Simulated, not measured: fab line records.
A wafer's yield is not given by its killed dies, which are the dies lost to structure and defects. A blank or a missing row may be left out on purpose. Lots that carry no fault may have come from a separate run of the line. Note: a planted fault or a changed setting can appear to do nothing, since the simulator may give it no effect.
The tool behind it: which one? / flow gf180mcu / Sampling: 14 lots, 40 wafers, 4 of 602 route steps

WHAT EACH GAUGE READ, for each wafer
GF_V2_CD_MEAS_14: target cd 260 nm.
lot=L373; measured=day 20 03:02; on=cd sem-02; cd nm (nm)=261.8 261.1 262.2
lot=L374; measured=day 21 00:16; on=cd sem-02; cd nm (nm)=260.1 260.1 259.0
lot=L375; measured=day 21 03:06; on=cd sem-02; cd nm (nm)=259.3 259.4 259.8
lot=L378; measured=day 22 10:04; on=cd sem-02; cd nm (nm)=260.6 260.5 260.6
lot=L379; measured=day 23 03:31; on=cd sem-01; cd nm (nm)=261.2 261.9 261.8
lot=L380; measured=day 23 09:40; on=cd sem-02; cd nm (nm)=259.3 260.5 259.2
lot=L381; measured=day 24 07:17; on=cd sem-02; cd nm (nm)=260.9 262.1 261.0
lot=L383; measured=day 24 08:53; on=cd sem-01; cd nm (nm)=260.5 260.3 261.7
lot=L382; measured=day 24 15:56; on=cd sem-01; cd nm (nm)=258.5 258.5 259.4
lot=L385; measured=day 25 05:28; on=cd sem-02; cd nm (nm)=260.6
lot=L388; measured=day 26 05:52; on=cd sem-01; cd nm (nm)=258.0 260.1 258.5
lot=L393; measured=day 27 16:50; on=cd sem-01; cd nm (nm)=260.7 260.1 260.6
lot=L394; measured=day 27 19:25; on=cd sem-01; cd nm (nm)=260.9 261.4 261.9
lot=L395; measured=day 28 04:31; on=cd sem-01; cd nm (nm)=261.2 260.7 260.9

GF_M3_RS_MEAS_05: measurement is done with a four-point probe.
lot=L373; measured=day 20 04:47; on=film metro-01; M3_ALCU_RS (ohm/sq)=0.0688 0.0678 0.0688
lot=L374; measured=day 21 02:01; on=film metro-01; M3_ALCU_RS (ohm/sq)=0.0713 0.0715 0.0708
lot=L375; measured=day 21 04:52; on=film metro-04; M3_ALCU_RS (ohm/sq)=0.0709 0.0715 0.0713
lot=L378; measured=day 22 11:48; on=film metro-04; M3_ALCU_RS (ohm/sq)=0.0698 0.0704 0.0706
lot=L379; measured=day 23 05:16; on=film metro-01; M3_ALCU_RS (ohm/sq)=0.0676 0.0680 0.0682
lot=L380; measured=day 23 11:24; on=film metro-03; M3_ALCU_RS (ohm/sq)=0.0713 0.0712 0.0713
lot=L381; measured=day 24 09:02; on=film metro-03; M3_ALCU_RS (ohm/sq)=0.0701 0.0704 0.0700
lot=L383; measured=day 24 10:39; on=film metro-03; M3_ALCU_RS (ohm/sq)=0.0692 0.0689 0.0689
lot=L382; measured=day 24 17:45; on=film metro-03; M3_ALCU_RS (ohm/sq)=0.0714 0.0711 0.0705
lot=L385; measured=day 25 07:12; on=film metro-04; M3_ALCU_RS (ohm/sq)=0.0690
lot=L388; measured=day 26 07:35; on=film metro-04; M3_ALCU_RS (ohm/sq)=0.0696 0.0696 0.0700
lot=L393; measured=day 27 18:34; on=film metro-04; M3_ALCU_RS (ohm/sq)=0.0711 0.0702 0.0713
lot=L394; measured=day 27 21:10; on=film metro-01; M3_ALCU_RS (ohm/sq)=0.0687 0.0694 0.0685
lot=L395; measured=day 28 06:14; on=film metro-04; M3_ALCU_RS (ohm/sq)=0.0698 0.0696 0.0689

WHAT TOOL EACH LOT RAN ON (gives the tool, then ch and the chambers of the sampled wafers, and finally the start)
lot=L373; GF_V2_CVD_23=cvd w-01 ch 0, day 20 03:56; GF_M3_SPUTTER_03=pvd sputter-03, day 20 04:42
lot=L374; GF_V2_CVD_23=cvd w-02 ch 0,1, day 21 01:12; GF_M3_SPUTTER_03=pvd sputter-04, day 21 01:57
lot=L375; GF_V2_CVD_23=cvd w-02 ch 0,1, day 21 04:02; GF_M3_SPUTTER_03=pvd sputter-04, day 21 04:44
lot=L378; GF_V2_CVD_23=cvd w-01 ch 0,1, day 22 10:59; GF_M3_SPUTTER_03=pvd sputter-02, day 22 11:42
lot=L379; GF_V2_CVD_23=cvd w-02 ch 0,1, day 23 04:26; GF_M3_SPUTTER_03=pvd sputter-03, day 23 05:11
lot=L380; GF_V2_CVD_23=cvd w-01 ch 0,1, day 23 10:35; GF_M3_SPUTTER_03=pvd sputter-04, day 23 11:17
lot=L381; GF_V2_CVD_23=cvd w-01 ch 0,1, day 24 08:12; GF_M3_SPUTTER_03=pvd sputter-02, day 24 08:57
lot=L383; GF_V2_CVD_23=cvd w-01 ch 0,1, day 24 09:49; GF_M3_SPUTTER_03=pvd sputter-03, day 24 10:32
lot=L382; GF_V2_CVD_23=cvd w-02 ch 0,1, day 24 16:55; GF_M3_SPUTTER_03=pvd sputter-02, day 24 17:40
lot=L385; GF_V2_CVD_23=cvd w-01 ch 1, day 25 06:22; GF_M3_SPUTTER_03=pvd sputter-02, day 25 07:03
lot=L388; GF_V2_CVD_23=cvd w-01 ch 0,1, day 26 06:46; GF_M3_SPUTTER_03=pvd sputter-02, day 26 07:31
lot=L393; GF_V2_CVD_23=cvd w-02 ch 0,1, day 27 17:44; GF_M3_SPUTTER_03=pvd sputter-04, day 27 18:29
lot=L394; GF_V2_CVD_23=cvd w-02 ch 0,1, day 27 20:19; GF_M3_SPUTTER_03=pvd sputter-03, day 27 21:05
lot=L395; GF_V2_CVD_23=cvd w-02 ch 0,1, day 28 05:26; GF_M3_SPUTTER_03=pvd sputter-02, day 28 06:08
- GF_V2_CVD_23: deposits W, target thk 350 nm, time 104.94 s.
- GF_M3_SPUTTER_03: material Ti, target thk 10 nm, time 6.7 s.

AS READ BY THE TOOLS THEMSELVES (means over the sampled wafers that have a number; for cases with no such wafer, the mark the record gives instead)
GF_V2_CVD_23.
lot=L373; tool=cvd w-01; chamber pressure Torr (Torr)=40.12; heater power w (W)=798
lot=L374; tool=cvd w-02; chamber pressure Torr (Torr)=40.09; heater power w (W)=978
lot=L375; tool=cvd w-02; chamber pressure Torr (Torr)=40.03; heater power w (W)=992
lot=L378; tool=cvd w-01; chamber pressure Torr (Torr)=40.07; heater power w (W)=823
lot=L379; tool=cvd w-02; chamber pressure Torr (Torr)=40.01; heater power w (W)=989
lot=L380; tool=cvd w-01; chamber pressure Torr (Torr)=40.04; heater power w (W)=843
lot=L381; tool=cvd w-01; chamber pressure Torr (Torr)=39.93; heater power w (W)=828
lot=L383; tool=cvd w-01; chamber pressure Torr (Torr)=39.97; heater power w (W)=814
lot=L382; tool=cvd w-02; chamber pressure Torr (Torr)=40.04; heater power w (W)=949
lot=L385; tool=cvd w-01; chamber pressure Torr (Torr)=37.49; heater power w (W)=843
lot=L388; tool=cvd w-01; chamber pressure Torr (Torr)=37.44; heater power w (W)=830
lot=L393; tool=cvd w-02; chamber pressure Torr (Torr)=39.88; heater power w (W)=960
lot=L394; tool=cvd w-02; chamber pressure Torr (Torr)=40.06; heater power w (W)=941
lot=L395; tool=cvd w-02; chamber pressure Torr (Torr)=40.03; heater power w (W)=956

GF_M3_SPUTTER_03.
lot=L373; tool=pvd sputter-03; throttle valve pct (%)=29.9
lot=L374; tool=pvd sputter-04; throttle valve pct (%)=30.4
lot=L375; tool=pvd sputter-04; throttle valve pct (%)=30.6
lot=L378; tool=pvd sputter-02; throttle valve pct (%)=31.1
lot=L379; tool=pvd sputter-03; throttle valve pct (%)=30.6
lot=L380; tool=pvd sputter-04; throttle valve pct (%)=30.7
lot=L381; tool=pvd sputter-02; throttle valve pct (%)=29.3
lot=L383; tool=pvd sputter-03; throttle valve pct (%)=30.1
lot=L382; tool=pvd sputter-02; throttle valve pct (%)=30.1
lot=L385; tool=pvd sputter-02; throttle valve pct (%)=27.3
lot=L388; tool=pvd sputter-02; throttle valve pct (%)=30.1
lot=L393; tool=pvd sputter-04; throttle valve pct (%)=31.3
lot=L394; tool=pvd sputter-03; throttle valve pct (%)=30.3
lot=L395; tool=pvd sputter-02; throttle valve pct (%)=31.0

THE ANSWER, worked out from the rows above alone
Rule: the lots themselves supply what counts as usual. Put in order of their means at a reading, lots are off if they are a third of the lots or fewer, leave a main group of 4 or more, and stand apart from it by a gap of 3 or more times the standard deviation of the main group's means; of several such gaps the widest counts. A main group is skipped when, at the precision printed for the reading in the tables above, its means are all equal. A lot without any number at a reading at which 4 lots or more have one is off too. The other lots that the step has rows for count as sound. The gauges are gone through in route order, then the tools' own readings, and for those a lot's mean is taken as printed above. At the first step where some lot is off, the reading lying furthest off is the one used; lots without a number count as furthest.
Off: L385, L388 (GF_V2_CVD_23, chamber pressure Torr). Main group: mean 40.02 Torr, sd 0.065.
If a tool, at that step or one of the process steps before it, ran each lot that is off and ran no sound lot following the first of them, it fits. One candidate fits, namely cvd w-01 at GF_V2_CVD_23. Its last sound lot is L383 (day 24 09:49), its first lot that is off L385 (day 25 06:22): a fault that began between those two fits.
On the lots that are off, the tool's own readings at GF_V2_CVD_23 differ by more than 5 times the standard deviation of the sound lots' means, which bears it out; chamber pressure Torr reads 37.47 Torr there versus 40.02 Torr on the sound lots.

WHAT THE SIMULATOR HAD PUT IN
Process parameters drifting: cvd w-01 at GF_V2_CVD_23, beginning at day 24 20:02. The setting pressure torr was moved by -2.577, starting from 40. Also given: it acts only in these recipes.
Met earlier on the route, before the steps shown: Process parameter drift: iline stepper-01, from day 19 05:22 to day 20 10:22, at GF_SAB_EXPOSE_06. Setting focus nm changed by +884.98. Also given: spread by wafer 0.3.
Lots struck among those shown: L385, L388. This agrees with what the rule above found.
